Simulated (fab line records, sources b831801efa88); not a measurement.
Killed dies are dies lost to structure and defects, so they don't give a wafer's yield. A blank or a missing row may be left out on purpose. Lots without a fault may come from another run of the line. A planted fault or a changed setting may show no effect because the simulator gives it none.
Which tool did it? | flow sfq_line | 15 lots, 45 wafers sampled, at 3 steps of a route of 325

WHAT THE GAUGES READ, wafer by wafer
The record holds no reading of a measuring or inspecting step that can be judged against a usual standard deviation.

WHICH TOOL RAN EACH LOT (tool, then ch and the chambers of the sampled wafers, then the start)
lot  | SFQ_TRILAYER_I6_CMP_CMP_166   | SFQ_TRILAYER_I6_METRO_MEASURE_167 | SFQ_TRILAYER_I6_VIA_ETCH_VIA_ETCH_172
L227 | cmp-01 ch 0,3, day 62 08:45   | film_metro-01, day 62 12:04       | rie_diel-02 ch 2,3, day 63 00:15
L231 | cmp-01 ch 2,3, day 62 20:45   | film_metro-04, day 63 00:16       | rie_diel-03 ch 0,1, day 63 06:03
L232 | cmp-01 ch 1,2,3, day 63 00:15 | film_metro-04, day 63 03:04       | rie_diel-02 ch 1,2,3, day 63 07:15
L233 | cmp-02 ch 0,1,2, day 63 03:04 | film_metro-04, day 63 06:23       | rie_diel-03 ch 0,2,3, day 63 09:43
L240 | cmp-02 ch 0,1,3, day 73 18:14 | film_metro-03, day 73 21:21       | rie_diel-03 ch 0,1,2, day 76 20:54
L241 | cmp-02 ch 0,1,3, day 74 00:14 | film_metro-03, day 74 03:33       | rie_diel-03 ch 0,2,3, day 77 02:36
L242 | cmp-02 ch 0,1,2, day 75 01:14 | film_metro-04, day 75 04:45       | rie_diel-03 ch 0,2,3, day 77 13:24
L243 | cmp-01 ch 1,3, day 75 03:08   | film_metro-04, day 75 05:58       | rie_diel-02 ch 0,3, day 77 14:36
L244 | cmp-02 ch 1,2,3, day 78 01:08 | film_metro-03, day 78 03:28       | rie_diel-03 ch 0,2,3, day 80 10:57
L245 | cmp-02 ch 1,3, day 78 09:38   | film_metro-01, day 78 12:16       | rie_diel-03 ch 0,2,3, day 80 22:57
L246 | cmp-02 ch 0,1,2, day 79 00:08 | film_metro-04, day 79 03:16       | rie_diel-04 ch 1,2,3, day 81 18:09
L247 | cmp-01 ch 1,2,3, day 79 01:05 | film_metro-03, day 79 04:24       | rie_diel-03 ch 1,2,3, day 81 19:21
L248 | cmp-02 ch 0,1,2, day 79 06:08 | film_metro-03, day 79 09:16       | rie_diel-02 ch 1,2,3, day 82 02:33
L249 | cmp-02 ch 0,2,3, day 79 13:08 | film_metro-01, day 79 15:28       | rie_diel-02 ch 1,2,3, day 82 12:09
L250 | cmp-02 ch 0,2,3, day 84 12:00 | film_metro-04, day 84 14:01       | rie_diel-04 ch 0,1,3, day 84 17:35
- SFQ_TRILAYER_I6_CMP_CMP_166: polishes SiO2.
- SFQ_TRILAYER_I6_METRO_MEASURE_167
- SFQ_TRILAYER_I6_VIA_ETCH_VIA_ETCH_172: etches SiO2 in CHF3, stops on Nb, target depth 260 nm.

WHAT THE TOOLS THEMSELVES READ (means of the sampled wafers that have a number; where no wafer has one, the mark that the record gives instead)
SFQ_TRILAYER_I6_CMP_CMP_166.
lot  | tool   | edge_zone_pressure_frac | head_pressure_psi (psi) | motor_current_A (A) | time_to_endpoint_s (s)
L227 | cmp-01 | 1.000                   | 3.002                   | 10.0                | 220
L231 | cmp-01 | -                       | -                       | -                   | -
L232 | cmp-01 | -                       | -                       | -                   | -
L233 | cmp-02 | -                       | -                       | -                   | -
L240 | cmp-02 | 1.003                   | 3.002                   | 9.1                 | 219
L241 | cmp-02 | 1.000                   | 3.009                   | 9.2                 | 219
L242 | cmp-02 | 0.998                   | 2.999                   | 9.9                 | 215
L243 | cmp-01 | 1.004                   | 3.005                   | 11.4                | 215
L244 | cmp-02 | 1.000                   | 3.002                   | 9.5                 | 223
L245 | cmp-02 | 1.002                   | 2.993                   | 9.4                 | 221
L246 | cmp-02 | 0.998                   | 3.000                   | 10.1                | 215
L247 | cmp-01 | 0.996                   | 3.000                   | 11.4                | 224
L248 | cmp-02 | 1.002                   | 3.003                   | 10.2                | 209
L249 | cmp-02 | 1.002                   | 3.005                   | 9.4                 | 205
L250 | cmp-02 | 1.001                   | 3.004                   | 9.6                 | 204

SFQ_TRILAYER_I6_METRO_MEASURE_167.
lot  | tool          | thk_nm (nm)
L227 | film_metro-01 | 200.3
L231 | film_metro-04 | 507.4
L232 | film_metro-04 | 506.7
L233 | film_metro-04 | 500.4
L240 | film_metro-03 | 199.9
L241 | film_metro-03 | 199.0
L242 | film_metro-04 | 199.9
L243 | film_metro-04 | 199.6
L244 | film_metro-03 | 198.9
L245 | film_metro-01 | 200.2
L246 | film_metro-04 | 199.0
L247 | film_metro-03 | 201.3
L248 | film_metro-03 | 199.7
L249 | film_metro-01 | 198.5
L250 | film_metro-04 | 200.0

SFQ_TRILAYER_I6_VIA_ETCH_VIA_ETCH_172.
lot  | tool        | drypump_motor_current_A (A) | oes_product_au (a.u.)
L227 | rie_diel-02 | 6.0                         | 0.859
L231 | rie_diel-03 | 6.4                         | 1.613
L232 | rie_diel-02 | 5.8                         | 1.635
L233 | rie_diel-03 | 6.4                         | 1.624
L240 | rie_diel-03 | 6.4                         | 0.855
L241 | rie_diel-03 | 6.4                         | 0.857
L242 | rie_diel-03 | 6.4                         | 0.852
L243 | rie_diel-02 | 5.2                         | 0.854
L244 | rie_diel-03 | 6.4                         | 0.852
L245 | rie_diel-03 | 6.4                         | 0.858
L246 | rie_diel-04 | 6.0                         | 0.853
L247 | rie_diel-03 | 6.2                         | 0.854
L248 | rie_diel-02 | 5.8                         | 0.855
L249 | rie_diel-02 | 5.8                         | 0.850
L250 | rie_diel-04 | 5.9                         | 0.851

THE ANSWER, worked out from the rows above alone
Rule: what is usual is taken from the lots themselves. Put in order of their means at a reading, lots are off if they are a third of the lots or fewer, leave a main group of 4 or more, and stand apart from it by a gap of 3 or more times the standard deviation of the main group's means; of several such gaps the widest counts. A main group whose means are all the same, to the digits that the tables above print for the reading, isn't used. A lot without any number at a reading at which 4 lots or more have one is off too. The other lots that the step has rows for count as sound. The gauges are gone through in route order, then the tools' own readings, and for those a lot's mean is taken as printed above. The first step at which some lot is off is used, and at that step the reading that is off furthest; a lot without a number counts as furthest.
Off: L231, L232, L233, at SFQ_TRILAYER_I6_CMP_CMP_166 (edge_zone_pressure_frac). Without a number there: L231, L232, L233. The main group: mean 1.000, standard deviation 0.0022.
A tool fits if, at that step or a process step before it, it ran every lot that is off, and no sound lot after the first of them. None of those tried fits.

WHAT THE SIMULATOR HAD PUT IN
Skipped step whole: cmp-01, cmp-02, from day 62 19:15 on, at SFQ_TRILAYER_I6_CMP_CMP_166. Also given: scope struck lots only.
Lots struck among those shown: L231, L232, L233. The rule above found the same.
